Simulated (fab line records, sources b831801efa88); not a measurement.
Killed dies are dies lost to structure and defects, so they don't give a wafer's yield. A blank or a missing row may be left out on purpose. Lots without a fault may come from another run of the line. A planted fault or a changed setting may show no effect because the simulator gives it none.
One fault seen from 2 desks | flow sky130 | each desk has only its own numbers; what lay behind them comes last

THE TOOL OWNER'S DESK: pvd_sputter-04
The tool's own readings at SKY_METAL4_SPUTTER_03 (material Ti, target thk 5 nm, time 3.3 s): means of the sampled wafers that have a number, for each lot that ran on this tool. A lot is out of limits, marked OUT, if its mean lies more than 4 standard deviations from the usual mean; the brackets give that distance.
Columns: A = throttle_valve_pct at SKY_METAL4_SPUTTER_03, usual 30.1 %
lot  | first seen here | A
L677 | day 44 08:35    | 30.6
L679 | day 44 15:46    | 31.0
L682 | day 45 08:01    | 30.7
This desk's finding: nothing out of limits on any of the 3 lots.

THE METROLOGY DESK
What the gauges read, lot by lot, whatever tool the lot ran on: means of the sampled wafers that have a number. A lot is out of limits, marked OUT, if its mean lies more than 4 standard deviations from the usual mean; the brackets give that distance.
Columns: A = VIA3_W_RS at SKY_VIA3_RS_MEAS_22, usual 0.291 ohm/sq; B = VIA3_W_THK at SKY_VIA3_THK_MEAS_23, usual 399 nm
lot  | first seen here | A     | B
L670 | day 42 00:57    | 0.296 | 401
L677 | day 44 07:52    | 0.291 | 392
L679 | day 44 15:13    | 0.289 | 394
L682 | day 45 07:30    | 0.294 | 400
L683 | day 45 12:23    | 0.286 | 411
L685 | day 45 22:16    | 0.293 | 391
This desk's finding: nothing out of limits on any of the 6 lots.

PUT TOGETHER
The tool owner's desk saw nothing out of limits.
The metrology desk saw nothing out of limits.

WHAT THE SIMULATOR HAD PUT IN
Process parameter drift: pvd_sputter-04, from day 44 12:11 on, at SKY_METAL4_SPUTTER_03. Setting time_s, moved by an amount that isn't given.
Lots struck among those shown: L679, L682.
